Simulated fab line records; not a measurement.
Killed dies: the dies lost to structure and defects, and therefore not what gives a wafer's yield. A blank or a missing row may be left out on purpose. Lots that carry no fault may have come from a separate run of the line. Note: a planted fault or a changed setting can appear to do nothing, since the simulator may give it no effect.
What tool caused it? | flow sky130 | Sampling: 13 lots, 39 wafers, 5 of 708 route steps

WHAT THE GAUGES READ, wafer by wafer
SKY_RES_XHIGH_TW_MEAS_09. Usual: RES_XHIGH_TW 1640, standard deviation 8.6.
lot  | measured     | on            | RES_XHIGH_TW   | flag
L734 | day 26 23:20 | film-metro-02 | 1645 1640 1643 |
L736 | day 27 12:12 | film-metro-01 | 1646 1645 1650 |
L738 | day 29 02:04 | film-metro-02 | 1654 1641 1640 |
L739 | day 29 02:26 | film-metro-02 | 1637 1643 1643 |
L742 | day 29 12:29 | film-metro-02 | 1641 1647 1636 |
L743 | day 29 22:59 | film-metro-03 | 30 30 30       | OFF
L750 | day 32 04:58 | film-metro-01 | 1646 1651 1648 |
L752 | day 32 12:17 | film-metro-03 | 1636 1629 1635 |
L754 | day 33 13:29 | film-metro-03 | 1631 1638 1620 |
L753 | day 33 14:08 | film-metro-01 | 1651 1651 1666 |
L755 | day 33 17:25 | film-metro-03 | 1631 1625 1633 |
L756 | day 33 22:43 | film-metro-03 | 1632 1634 1633 |
L757 | day 34 06:48 | film-metro-02 | 1632 1633 1628 |

SKY_SD_N_CD_MEAS_07: the cd target is 380 nm. Usual: cd-nm at 379.8 nm, with a standard deviation of 2.8.
lot  | measured     | on        | cd-nm (nm)        | flag
L734 | day 28 03:14 | cd-sem-01 | 380.6 382.5 382.0 |
L736 | day 28 16:32 | cd-sem-02 | 378.3 377.6 378.1 |
L738 | day 30 05:47 | cd-sem-02 | 378.2 378.2 378.9 |
L739 | day 30 05:58 | cd-sem-01 | 379.1 379.4 382.9 |
L742 | day 30 15:41 | cd-sem-01 | 381.6 381.6 378.5 |
L743 | day 31 02:35 | cd-sem-01 | 377.8 378.3 379.1 |
L750 | day 33 08:01 | cd-sem-01 | 376.0 378.0 376.5 |
L752 | day 33 15:01 | cd-sem-01 | 379.0 375.9 377.9 |
L754 | day 34 15:23 | cd-sem-01 | 378.4 378.8 379.6 |
L753 | day 34 16:52 | cd-sem-01 | 386.3 383.8 383.8 |
L755 | day 34 19:27 | cd-sem-02 | 374.6 376.6 377.6 |
L756 | day 35 00:41 | cd-sem-02 | 375.3 374.5 376.2 |
L757 | day 35 08:55 | cd-sem-02 | 382.3 382.2 382.1 |

SKY_LOCAL_INTERCONNECT_OVL_MEAS_12. Usual: LOCAL_INTERCONNECT_OVL 4 nm, standard deviation 5.2.
lot  | measured     | on         | LOCAL_INTERCONNECT_OVL (nm) | flag
L734 | day 30 14:49 | overlay-02 | 3 6 9                       |
L736 | day 31 04:14 | overlay-02 | 9 9 1                       |
L738 | day 32 16:27 | overlay-02 | -4 -12 -5                   |
L739 | day 32 17:36 | overlay-01 | -4 -3 -3                    |
L742 | day 33 02:08 | overlay-01 | 13 7 8                      |
L743 | day 33 11:56 | overlay-01 | 3 -4 -5                     |
L750 | day 35 16:21 | overlay-02 | 9 4 7                       |
L752 | day 35 22:45 | overlay-02 | 5 6 8                       |
L754 | day 36 23:05 | overlay-01 | 4 4 7                       |
L753 | day 37 00:26 | overlay-01 | 2 3 4                       |
L755 | day 37 02:56 | overlay-02 | 5 5 5                       |
L756 | day 37 08:22 | overlay-01 | 11 5 4                      |
L757 | day 37 15:59 | overlay-02 | 4 4 4                       |

WHAT TOOL EACH LOT RAN ON (gives the tool, then ch and the chambers of the sampled wafers, and finally the start)
lot  | SKY_RES_XHIGH_EXPOSE_04             | SKY_LI_CONTACT_SPUTTER_19
L734 | iline-stepper-02 ch 0, day 26 09:17 | pvd-sputter-03, day 29 10:01
L736 | iline-stepper-01 ch 0, day 26 21:32 | pvd-sputter-03, day 29 23:04
L738 | iline-stepper-02 ch 0, day 28 12:05 | pvd-sputter-04, day 31 12:01
L739 | iline-stepper-01 ch 0, day 28 12:50 | pvd-sputter-02, day 31 12:21
L742 | iline-stepper-02 ch 0, day 28 22:53 | pvd-sputter-02, day 31 21:46
L743 | iline-stepper-01 ch 0, day 29 08:12 | pvd-sputter-02, day 32 08:12
L750 | iline-stepper-01 ch 0, day 31 14:56 | pvd-sputter-02, day 34 12:35
L752 | iline-stepper-02 ch 0, day 31 22:25 | pvd-sputter-03, day 34 19:41
L754 | iline-stepper-02 ch 0, day 32 23:21 | pvd-sputter-03, day 35 20:10
L753 | iline-stepper-01 ch 0, day 33 00:44 | pvd-sputter-04, day 35 21:40
L755 | iline-stepper-01 ch 0, day 33 03:37 | pvd-sputter-03, day 35 23:44
L756 | iline-stepper-02 ch 0, day 33 08:49 | pvd-sputter-02, day 36 05:38
L757 | iline-stepper-02 ch 0, day 33 18:14 | pvd-sputter-04, day 36 13:05
- SKY_RES_XHIGH_EXPOSE_04: exposes mask URPM, target cd 1270 nm.
- SKY_LI_CONTACT_SPUTTER_19: material Ti, target thk 20 nm, time 106.37 s.

AS READ BY THE TOOLS THEMSELVES (means over the sampled wafers that have a number; for cases with no such wafer, the mark the record gives instead)
SKY_LI_CONTACT_SPUTTER_19. Usual: cathode-dc-power-W 2500.1 W, standard deviation 0.47; throttle-valve-pct 30.0 %, standard deviation 1.1.
lot  | tool           | cathode-dc-power-W (W) | throttle-valve-pct (%) | flag
L734 | pvd-sputter-03 | 2499.8                 | 29.6                   |
L736 | pvd-sputter-03 | 2499.6                 | 29.9                   |
L738 | pvd-sputter-04 | 2500.0                 | 30.0                   |
L739 | pvd-sputter-02 | 2499.8                 | 31.0                   |
L742 | pvd-sputter-02 | 2500.0                 | 31.5                   |
L743 | pvd-sputter-02 | 2500.0                 | 30.8                   |
L750 | pvd-sputter-02 | 2500.3                 | 29.4                   |
L752 | pvd-sputter-03 | 2500.3                 | 29.5                   |
L754 | pvd-sputter-03 | 2500.1                 | 29.7                   |
L753 | pvd-sputter-04 | 2500.2                 | 29.4                   |
L755 | pvd-sputter-03 | 2499.8                 | 29.4                   |
L756 | pvd-sputter-02 | 2500.4                 | 30.9                   |
L757 | pvd-sputter-04 | 2500.6                 | 28.9                   |

THE ANSWER, worked out from the rows above alone
Rule: a lot is off if the mean of its wafers that have a number lies more than 3 standard deviations from the usual mean. A lot without any number at a reading at which 4 lots or more have one is off too. All remaining lots with rows at the step are treated as sound. After the gauges, taken in route order, come the tools' own readings; for these a lot's mean is taken, as printed above. The first step at which some lot is off is used, and at that step the reading that is off furthest; a lot without a number counts as furthest.
Off: L743, seen at SKY_RES_XHIGH_TW_MEAS_09 (RES_XHIGH_TW).
If a tool, at a process step before that reading, ran all the lots that are off and no sound lot after the first of them, it fits. Gauges at SKY_RES_XHIGH_TW_MEAS_09: tried the same way as those tools. Of those tried, none fits.

WHAT THE SIMULATOR PUT IN
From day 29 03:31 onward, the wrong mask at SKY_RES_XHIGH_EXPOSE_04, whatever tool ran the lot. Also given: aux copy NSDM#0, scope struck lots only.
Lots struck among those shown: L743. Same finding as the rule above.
